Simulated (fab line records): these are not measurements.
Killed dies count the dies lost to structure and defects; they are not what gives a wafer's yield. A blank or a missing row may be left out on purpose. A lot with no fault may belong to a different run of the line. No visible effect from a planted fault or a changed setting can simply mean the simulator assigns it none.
Struck lot and sound lot, side by side -- flow gf180mcu -- 44 out of 602 route steps
Sound: wafers L747.1, L747.2, L747.4. Wafers struck: L756.1, L756.2, L756.6. The cause comes at the end.
Each step with rows lists, per side, the tool, then ch with its chambers, then its first start. Under that, the readings that differ: sound wafers -- struck wafers -- difference of the means -- sigmas: that difference in standard deviations of wafers without a fault.
alike: same words and numbers on both sides, and readings whose means sit less than 2 such deviations apart. not compared: any withheld reading, any reading some wafer has no value for, any bound like >300 that may hide the same value, and any number with overlapping values for which the record gives no deviation.
The two part at a step that has a row with sigmas, a row that says differs or no value, or rows on one side only. Numbers that don't overlap but have no deviation are shown without sigmas and don't part them. Lack of a reading on every wafer of one side parts them only where that side has two or more wafers.

first, 1 step without rows for these wafers: GF_NWELL_IMPLANT_09.
GF_NWELL_STRIP_10: strips in O2/N2.
  sound on plasma-asher-03 ch 0,1, day 3 17:04; struck on plasma-asher-01 ch 0,1, day 5 09:10
  alike: drypump-motor-current-A, heater-power-w, oes-product-au, strip-time-to-endpoint-s
  not compared: rf-hours-counter-h
GF_NWELL_TW_MEAS_11:
  sound on film-metro-02, day 3 17:10; struck on film-metro-02, day 5 09:16
  alike: NWELL_TW
then, 7 steps without rows for these wafers: GF_LVPWELL_DEHYDRATE_00 (time 60 s); GF_LVPWELL_HMDS_01 (prime time 60 s); GF_LVPWELL_COAT_02 (resist thk 3000 nm); GF_LVPWELL_SOFTBAKE_03; GF_LVPWELL_EXPOSE_04 (exposes mask LVPWELL, target cd 600 nm); GF_LVPWELL_PEB_05; GF_LVPWELL_DEVELOP_06 (develop time 60 s).
GF_LVPWELL_OVL_MEAS_07:
  sound on overlay-01, day 4 05:34; struck on overlay-02, day 5 22:44
  alike: LVPWELL_OVL
next, for these wafers, 1 step has no rows: GF_LVPWELL_IMPLANT_08.
GF_LVPWELL_IMPLANT_09:
  sound on implanter-04 ch 0, day 4 05:46; struck on implanter-04 ch 0, day 5 22:55
reading,sound,struck,difference,sigmas
dose-ions-cm2,5e+12 5.006e+12 5.001e+12,9.72e+11 9.81e+11 9.81e+11,-4.02e+12,-99 or more
faraday-current-uA,27.3 28.8 29.5,5.5 5.6 5.5,-23.0,-42
  alike: beam-on-s
GF_LVPWELL_STRIP_10: strips in O2/N2.
  sound on plasma-asher-01 ch 0,1, day 4 05:55; struck on plasma-asher-02 ch 0,1, day 5 23:04
  alike: drypump-motor-current-A, heater-power-w, oes-product-au, strip-time-to-endpoint-s
  not compared: rf-hours-counter-h
GF_LVPWELL_TW_MEAS_11:
  sound on film-metro-04, day 4 06:01; struck on film-metro-01, day 5 23:10
reading,sound,struck,difference,sigmas
LVPWELL_TW,553 549 552,529 529 528,-23,-3
then, 7 steps without rows for these wafers: GF_MVSD_DEHYDRATE_00 (time 60 s); GF_MVSD_HMDS_01 (prime time 60 s); GF_MVSD_COAT_02 (resist thk 3000 nm); GF_MVSD_SOFTBAKE_03; GF_MVSD_EXPOSE_04 (exposes mask MVSD, target cd 1000 nm); GF_MVSD_PEB_05; GF_MVSD_DEVELOP_06 (develop time 60 s).
GF_MVSD_OVL_MEAS_07:
  sound on overlay-01, day 4 19:22; struck on overlay-01, day 6 14:17
  alike: MVSD_OVL
then, 2 steps without rows for these wafers: GF_MVSD_IMPLANT_08; GF_MVSD_IMPLANT_09.
GF_MVSD_STRIP_10: strips in O2/N2.
  sound on plasma-asher-02 ch 0,1, day 4 19:42; struck on plasma-asher-03 ch 0,1, day 6 14:37
  alike: drypump-motor-current-A, heater-power-w, oes-product-au, strip-time-to-endpoint-s
  not compared: rf-hours-counter-h
GF_MVSD_TW_MEAS_11:
  sound on film-metro-02, day 4 19:48; struck on film-metro-02, day 6 14:43
  alike: MVSD_TW
then, 7 steps without rows for these wafers: GF_MVPSD_DEHYDRATE_00 (time 60 s); GF_MVPSD_HMDS_01 (prime time 60 s); GF_MVPSD_COAT_02 (resist thk 3000 nm); GF_MVPSD_SOFTBAKE_03; GF_MVPSD_EXPOSE_04 (exposes mask MVPSD, target cd 1000 nm); GF_MVPSD_PEB_05; GF_MVPSD_DEVELOP_06 (develop time 60 s).
GF_MVPSD_OVL_MEAS_07:
  sound on overlay-01, day 5 09:38; struck on overlay-01, day 7 05:05
  alike: MVPSD_OVL
then, 2 steps without rows for these wafers: GF_MVPSD_IMPLANT_08; GF_MVPSD_IMPLANT_09.
GF_MVPSD_STRIP_10: strips in O2/N2.
  sound on plasma-asher-04 ch 0,1, day 5 09:58; struck on plasma-asher-01 ch 0,1, day 7 05:25
  alike: drypump-motor-current-A, heater-power-w, oes-product-au, strip-time-to-endpoint-s
  not compared: rf-hours-counter-h
GF_MVPSD_TW_MEAS_11:
  sound on film-metro-02, day 5 10:04; struck on film-metro-04, day 7 05:31
  alike: MVPSD_TW
then, 3 steps without rows for these wafers: GF_VT_IMPLANT_DEHYDRATE_00 (time 60 s); GF_VT_IMPLANT_HMDS_01 (prime time 60 s); GF_VT_IMPLANT_COAT_02 (resist thk 1000 nm).
-- the record jumps here: 3 days lie between the struck wafers' starts before and after --
GF_VT_IMPLANT_RS_MEAS_48: the measuring method here is four-point-probe.
  sound on film-metro-02, day 7 21:55; struck on film-metro-04, day 9 23:54
reading,sound,struck,difference,sigmas
LVPWELL_RS (ohm/sq),1198 1196 1201,1440 1442 1441,+243,+69
  not compared: hold
GF_PASSIVATION_PROBE_99:
  rows exist in the record for the sound wafers here (prober-01, day 29 07:49), none for the struck ones

== WHERE THEY PART ==
Last at GF_PASSIVATION_PROBE_99 as far as this record goes, first at GF_LVPWELL_IMPLANT_09.

WHY: whatever the simulator had introduced
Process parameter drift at GF_LVPWELL_IMPLANT_09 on implanter-04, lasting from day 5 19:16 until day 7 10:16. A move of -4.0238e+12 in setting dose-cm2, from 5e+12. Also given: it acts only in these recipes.
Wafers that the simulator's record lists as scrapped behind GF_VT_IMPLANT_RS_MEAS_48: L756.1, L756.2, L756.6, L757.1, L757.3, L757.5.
